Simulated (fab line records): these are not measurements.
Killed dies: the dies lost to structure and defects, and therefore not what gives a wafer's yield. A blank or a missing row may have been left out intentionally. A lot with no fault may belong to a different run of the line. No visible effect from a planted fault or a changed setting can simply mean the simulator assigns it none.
Which tool was responsible? + flow sky130 + 36 wafers from 12 lots sampled at 2 of the route's 708 steps

## WHAT THE GAUGES SHOWED, per wafer
Not one reading of a measure or inspect step in the record can be checked against a usual standard deviation.

## EACH LOT AND THE TOOL THAT RAN IT (in order: tool; ch and the chambers of the sampled wafers; start)
| lot  | SKY_FIELD_ISO_ETCH_14            | SKY_PAD_OPEN_PROBE_99   |
|------|----------------------------------|-------------------------|
| L123 | rieDiel-02 ch 1,2,3, day 2 05:25 | -                       |
| L124 | rieDiel-01 ch 0,2,3, day 2 11:52 | -                       |
| L125 | rieDiel-02 ch 0,2,3, day 2 14:04 | -                       |
| L126 | rieDiel-02 ch 0,1,2, day 2 21:09 | prober-01, day 46 22:52 |
| L127 | rieDiel-02 ch 0,1,3, day 3 02:49 | prober-02, day 47 03:25 |
| L128 | rieDiel-01 ch 0,1,2, day 3 06:28 | prober-02, day 47 12:31 |
| L129 | rieDiel-04 ch 0,1,3, day 3 11:21 | prober-01, day 47 10:32 |
| L130 | rieDiel-02 ch 0,2,3, day 3 18:48 | prober-01, day 47 17:42 |
| L135 | rieDiel-02 ch 0,1, day 4 19:12   | prober-02, day 48 20:01 |
| L136 | rieDiel-02 ch 1,2, day 5 00:22   | prober-01, day 48 22:27 |
| L144 | rieDiel-04 ch 1,2,3, day 6 19:36 | -                       |
| L146 | rieDiel-01 ch 0,1, day 7 06:36   | -                       |
- SKY_FIELD_ISO_ETCH_14: etches BARC in N2/H2, stops on SiO2, time 45.9 s, target depth 60 nm.
- SKY_PAD_OPEN_PROBE_99

## WHAT THE TOOLS THEMSELVES READ (means of the sampled wafers that have a number; where no wafer has one, the mark that the record gives instead)
SKY_FIELD_ISO_ETCH_14.
| lot  | tool       | chamberPressureMTorr (mTorr) | drypumpMotorCurrentA (A) | oesProductAu (a.u.) | rfFwdPowerW (W) | throttleValvePct (%) |
|------|------------|------------------------------|--------------------------|---------------------|-----------------|----------------------|
| L123 | rieDiel-02 | 30.004                       | 5.6                      | 0.856               | 494.0           | 13.233               |
| L124 | rieDiel-01 | 30.008                       | 5.3                      | 0.854               | 491.6           | 13.232               |
| L125 | rieDiel-02 | 29.996                       | 5.4                      | 0.854               | 495.2           | 13.216               |
| L126 | rieDiel-02 | 29.995                       | 5.5                      | 0.859               | 495.9           | 13.222               |
| L127 | rieDiel-02 | 30.004                       | 5.4                      | 0.856               | 493.5           | 13.225               |
| L128 | rieDiel-01 | 30.010                       | 5.6                      | 0.853               | 495.1           | 13.223               |
| L129 | rieDiel-04 | 30.001                       | 5.9                      | 0.853               | 494.6           | 13.218               |
| L130 | rieDiel-02 | 29.969                       | 5.4                      | 0.858               | 494.2           | 13.226               |
| L135 | rieDiel-02 | 29.995                       | 5.4                      | 0.853               | 522.6           | 13.227               |
| L136 | rieDiel-02 | 30.001                       | 5.7                      | 0.859               | 548.6           | 13.217               |
| L144 | rieDiel-04 | 29.988                       | 6.1                      | 0.853               | 496.1           | 13.223               |
| L146 | rieDiel-01 | 29.995                       | 5.9                      | 0.854               | 494.2           | 13.233               |

SKY_PAD_OPEN_PROBE_99.
| lot  | tool      | killed_at_M0_to_M3 | killed_at_M4_up | killedAtContacts | killedAtFrontEnd | killedAtOther | killedDies | killedOpen | killedShort |
|------|-----------|--------------------|-----------------|------------------|------------------|---------------|------------|------------|-------------|
| L126 | prober-01 | 44                 | 2.0             | 20               | 23               | 0.7           | 89         | 52         | 37          |
| L127 | prober-02 | 49                 | 3.7             | 23               | 15               | 0.7           | 91         | 45         | 44          |
| L128 | prober-02 | 41                 | 4.7             | 31               | 16               | 0.0           | 93         | 50         | 43          |
| L129 | prober-01 | 37                 | 4.7             | 29               | 19               | 0.7           | 90         | 47         | 41          |
| L130 | prober-01 | 38                 | 4.0             | 25               | 13               | 0.0           | 80         | 45         | 34          |
| L135 | prober-02 | 44                 | 2.7             | 24               | 13               | 0.3           | 84         | 46         | 36          |
| L136 | prober-01 | 52                 | 4.0             | 26               | 18               | 0.0           | 100        | 51         | 49          |

## THE ANSWER, worked out from the rows above alone
Rule: what is usual is taken from the lots themselves. The widest of any qualifying gaps counts: lots, ordered by their means at a reading, are off when they make up no more than a third of the lots, leave a main group of 4 or more, and stand apart from it by 3 or more times the standard deviation of that group's means. If all means in a main group match to the digits the tables above print for the reading, that group is not used. Also off: a lot with no number at a reading for which 4 or more lots have one. All remaining lots with rows at the step are treated as sound. After the gauges, taken in route order, come the tools' own readings; for these a lot's mean is taken, as printed above. The first step at which some lot is off is used, and at that step the reading that is off furthest; a lot without a number counts as furthest.
Off: L135, L136, at SKY_FIELD_ISO_ETCH_14 (rfFwdPowerW). For the main group the mean is 494.4 W and the standard deviation 1.2.
If a tool, at that step or one of the process steps before it, ran each lot that is off and ran no sound lot following the first of them, it fits. One candidate fits, namely rieDiel-02 at SKY_FIELD_ISO_ETCH_14. A fault onset in the window from L130 (day 3 18:48, its last sound lot) to L135 (day 4 19:12, its first lot off) fits.
The tool's own readings at SKY_FIELD_ISO_ETCH_14 bear it out: on the lots that are off they differ by more than 5 times the standard deviation of the sound lots' means. rfFwdPowerW reads 535.6 W there against 494.4 W on the sound lots.

## WHAT HAD BEEN PUT IN BY THE SIMULATOR
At SKY_FIELD_ISO_ETCH_14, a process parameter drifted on rieDiel-02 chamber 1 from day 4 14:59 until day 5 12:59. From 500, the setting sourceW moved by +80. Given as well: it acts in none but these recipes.
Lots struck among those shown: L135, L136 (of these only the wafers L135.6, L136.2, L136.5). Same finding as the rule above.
